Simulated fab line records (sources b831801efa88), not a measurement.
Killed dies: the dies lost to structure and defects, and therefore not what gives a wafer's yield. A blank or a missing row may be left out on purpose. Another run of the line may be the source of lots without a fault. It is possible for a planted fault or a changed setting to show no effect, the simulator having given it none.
Which tool was responsible? :: flow sky130 :: 13 lots, 39 wafers sampled, at 5 steps of a route of 708

== WHAT EACH GAUGE READ, for each wafer ==
SKY_FIELD_ISO_BOW_MEAS_00.
lot: L869
measured: day 1 10:00
on: film-metro-03
INCOMING_BOW (um): 8 12 -8

lot: L871
measured: day 1 20:00
on: film-metro-03
INCOMING_BOW (um): 1 -15 4

lot: L874
measured: day 2 11:00
on: film-metro-01
INCOMING_BOW (um): -7 3 5

lot: L875
measured: day 2 16:00
on: film-metro-02
INCOMING_BOW (um): 7 7 -2

lot: L876
measured: day 2 21:00
on: film-metro-01
INCOMING_BOW (um): -1 2 -2

lot: L877
measured: day 3 02:01
on: film-metro-01
INCOMING_BOW (um): -8 -12 0

lot: L878
measured: day 3 07:00
on: film-metro-01
INCOMING_BOW (um): 8 -8 10

lot: L879
measured: day 3 12:00
on: film-metro-01
INCOMING_BOW (um): 3 -8 6

lot: L880
measured: day 3 17:02
on: film-metro-01
INCOMING_BOW (um): 0 -4 2

lot: L883
measured: day 4 08:00
on: film-metro-02
INCOMING_BOW (um): 8 2 5

lot: L886
measured: day 4 23:00
on: film-metro-02
INCOMING_BOW (um): 4 7 4

lot: L888
measured: day 5 09:01
on: film-metro-01
INCOMING_BOW (um): -7 3 11

lot: L892
measured: day 6 05:01
on: film-metro-01
INCOMING_BOW (um): -13 -2 2

SKY_NWELL_OVL_MEAS_23.
lot: L869
measured: day 5 08:40
on: overlay-02
NWELL_01_OVL (nm): 1.8 1.0 0.4

lot: L871
measured: day 5 19:01
on: overlay-01
NWELL_01_OVL (nm): 0.7 1.3 1.3

lot: L874
measured: day 6 17:40
on: overlay-02
NWELL_01_OVL (nm): 0.4 -0.9 -0.5

lot: L875
measured: day 6 21:22
on: overlay-02
NWELL_01_OVL (nm): -1.9 -0.8 -0.4

lot: L876
measured: day 7 03:22
on: overlay-01
NWELL_01_OVL (nm): 0.3 1.5 -0.1

lot: L877
measured: day 7 08:02
on: overlay-02
NWELL_01_OVL (nm): 1.2 1.2 0.8

lot: L878
measured: day 7 13:52
on: overlay-01
NWELL_01_OVL (nm): 0.1 1.4 0.2

lot: L879
measured: day 7 19:58
on: overlay-02
NWELL_01_OVL (nm): 1.0 0.3 0.2

lot: L880
measured: day 8 01:24
on: overlay-01
NWELL_01_OVL (nm): 2.8 0.7 -0.1

lot: L883
measured: day 8 19:16
on: overlay-01
NWELL_01_OVL (nm): 0.8 1.5 1.9

lot: L886
measured: day 9 16:44
on: overlay-02
NWELL_01_OVL (nm): -1.0 -1.8 0.7

lot: L888
measured: day 10 00:35
on: overlay-01
NWELL_01_OVL (nm): -0.5 -0.3 -1.4

lot: L892
measured: day 11 08:40
on: overlay-01
NWELL_01_OVL (nm): -1.9 -0.9 -1.4

SKY_NWELL_TW_MEAS_26.
lot: L869
measured: day 5 08:56
on: film-metro-02
NWELL_2_TW: 494.9 492.0 495.4

lot: L871
measured: day 5 19:19
on: film-metro-04
NWELL_2_TW: 491.1 495.5 493.1

lot: L874
measured: day 6 17:58
on: film-metro-03
NWELL_2_TW: 495.9 497.1 498.7

lot: L875
measured: day 6 21:40
on: film-metro-02
NWELL_2_TW: 493.6 493.9 495.9

lot: L876
measured: day 7 03:40
on: film-metro-04
NWELL_2_TW: 492.2 492.6 490.4

lot: L877
measured: day 7 08:20
on: film-metro-03
NWELL_2_TW: 499.6 496.9 496.2

lot: L878
measured: day 7 14:08
on: film-metro-02
NWELL_2_TW: 497.7 496.9 500.3

lot: L879
measured: day 7 20:14
on: film-metro-02
NWELL_2_TW: 499.9 498.0 498.1

lot: L880
measured: day 8 01:41
on: film-metro-04
NWELL_2_TW: 494.9 496.6 493.8

lot: L883
measured: day 8 19:34
on: film-metro-03
NWELL_2_TW: 500.4 501.9 498.4

lot: L886
measured: day 9 17:01
on: film-metro-04
NWELL_2_TW: 399.7 398.1 398.0

lot: L888
measured: day 10 00:53
on: film-metro-03
NWELL_2_TW: 399.7 399.2 400.4

lot: L892
measured: day 11 08:57
on: film-metro-02
NWELL_2_TW: 492.9 493.1 491.6

SKY_VT_ADJUST_NCORE_CD_MEAS_07 targets a cd of 380 nm.
lot: L869
measured: day 8 16:17
on: cd-sem-01
cd-nm (nm): 376.7 376.7 379.5

lot: L871
measured: day 9 03:44
on: cd-sem-02
cd-nm (nm): 378.7 380.2 380.9

lot: L874
measured: day 10 04:59
on: cd-sem-02
cd-nm (nm): 381.7 380.8 381.4

lot: L875
measured: day 10 10:31
on: cd-sem-02
cd-nm (nm): 383.3 380.0 380.8

lot: L876
measured: day 10 16:55
on: cd-sem-02
cd-nm (nm): 382.0 380.7 379.6

lot: L877
measured: day 10 23:15
on: cd-sem-01
cd-nm (nm): 382.8 381.6 385.2

lot: L878
measured: day 11 05:07
on: cd-sem-01
cd-nm (nm): 378.3 377.6 375.3

lot: L879
measured: day 11 12:43
on: cd-sem-02
cd-nm (nm): 381.4 380.2 379.2

lot: L880
measured: day 11 19:37
on: cd-sem-01
cd-nm (nm): 374.3 379.6 376.3

lot: L883
measured: day 12 15:31
on: cd-sem-01
cd-nm (nm): 379.9 378.4 378.7

lot: L886
measured: day 13 15:17
on: cd-sem-02
cd-nm (nm): 383.8 382.3 378.8

lot: L888
measured: day 14 00:26
on: cd-sem-02
cd-nm (nm): 380.5 381.6 383.2

lot: L892
measured: day 15 15:38
on: cd-sem-01
cd-nm (nm): 380.8 379.7 379.4

== WHAT TOOL EACH LOT RAN ON (gives the tool, then ch and the chambers of the sampled wafers, and finally the start) ==
lot: L869
SKY_NWELL_IMPLANT_24: implanter-01 ch 0, day 5 08:41

lot: L871
SKY_NWELL_IMPLANT_24: implanter-01 ch 0, day 5 19:04

lot: L874
SKY_NWELL_IMPLANT_24: implanter-02 ch 0, day 6 17:43

lot: L875
SKY_NWELL_IMPLANT_24: implanter-03 ch 0, day 6 21:25

lot: L876
SKY_NWELL_IMPLANT_24: implanter-02 ch 0, day 7 03:25

lot: L877
SKY_NWELL_IMPLANT_24: implanter-01 ch 0, day 7 08:06

lot: L878
SKY_NWELL_IMPLANT_24: implanter-02 ch 0, day 7 13:53

lot: L879
SKY_NWELL_IMPLANT_24: implanter-03 ch 0, day 7 19:59

lot: L880
SKY_NWELL_IMPLANT_24: implanter-02 ch 0, day 8 01:28

lot: L883
SKY_NWELL_IMPLANT_24: implanter-03 ch 0, day 8 19:19

lot: L886
SKY_NWELL_IMPLANT_24: implanter-02 ch 0, day 9 16:46

lot: L888
SKY_NWELL_IMPLANT_24: implanter-02 ch 0, day 10 00:39

lot: L892
SKY_NWELL_IMPLANT_24: implanter-01 ch 0, day 11 08:43
- SKY_NWELL_IMPLANT_24

== WHAT THE TOOLS THEMSELVES READ (means of the sampled wafers that have a number; where no wafer has one, the mark that the record gives instead) ==
SKY_NWELL_IMPLANT_24.
lot: L869
tool: implanter-01
dose-ions-cm2: 9.208e+12
faraday-current-uA: 51.3

lot: L871
tool: implanter-01
dose-ions-cm2: 9.193e+12
faraday-current-uA: 52.5

lot: L874
tool: implanter-02
dose-ions-cm2: 9.207e+12
faraday-current-uA: 52.2

lot: L875
tool: implanter-03
dose-ions-cm2: 9.186e+12
faraday-current-uA: 51.8

lot: L876
tool: implanter-02
dose-ions-cm2: 9.197e+12
faraday-current-uA: 50.8

lot: L877
tool: implanter-01
dose-ions-cm2: 9.206e+12
faraday-current-uA: 52.1

lot: L878
tool: implanter-02
dose-ions-cm2: 9.201e+12
faraday-current-uA: 51.4

lot: L879
tool: implanter-03
dose-ions-cm2: 9.194e+12
faraday-current-uA: 50.7

lot: L880
tool: implanter-02
dose-ions-cm2: 9.199e+12
faraday-current-uA: 51.4

lot: L883
tool: implanter-03
dose-ions-cm2: 9.193e+12
faraday-current-uA: 51.8

lot: L886
tool: implanter-02
dose-ions-cm2: 4.457e+12
faraday-current-uA: 25.0

lot: L888
tool: implanter-02
dose-ions-cm2: 4.460e+12
faraday-current-uA: 25.2

lot: L892
tool: implanter-01
dose-ions-cm2: 9.194e+12
faraday-current-uA: 51.5

== THE ANSWER, worked out from the rows above alone ==
Rule: the lots themselves supply what counts as usual. Put in order of their means at a reading, lots are off if they are a third of the lots or fewer, leave a main group of 4 or more, and stand apart from it by a gap of 3 or more times the standard deviation of the main group's means; of several such gaps the widest counts. A main group is skipped when, at the precision printed for the reading in the tables above, its means are all equal. Also off: a lot with no number at a reading for which 4 or more lots have one. All remaining lots with rows at the step are treated as sound. First the gauges in route order, then the tools' own readings, where a lot's mean is used as printed above. At the first step where some lot is off, the reading lying furthest off is the one used; lots without a number count as furthest.
Off: L886, L888, at SKY_NWELL_TW_MEAS_26 (NWELL_2_TW). Main group: mean 495.7, sd 2.7.
If a tool, at a process step before that reading, ran all the lots that are off and no sound lot after the first of them, it fits. Not tried: the gauges at SKY_NWELL_TW_MEAS_26; whatever is off there is also off at SKY_NWELL_IMPLANT_24, on other tools, and gauge error can't account for it. One candidate fits, namely implanter-02 at SKY_NWELL_IMPLANT_24. Its last sound lot is L880 (day 8 01:28), its first lot that is off L886 (day 9 16:46): a fault that began between those two fits.
The tool's own readings at SKY_NWELL_IMPLANT_24 bear it out: on the lots that are off they differ by more than 5 times the standard deviation of the sound lots' means. dose-ions-cm2 reads 4.458e+12 there against 9.198e+12 on the sound lots; faraday-current-uA reads 25.1 there against 51.6 on the sound lots.

== WHAT THE SIMULATOR HAD PUT IN ==
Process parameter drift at SKY_NWELL_IMPLANT_24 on implanter-02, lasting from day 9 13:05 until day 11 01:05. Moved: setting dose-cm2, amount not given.
Struck lots among those shown: L886, L888. This agrees with what the rule above found.
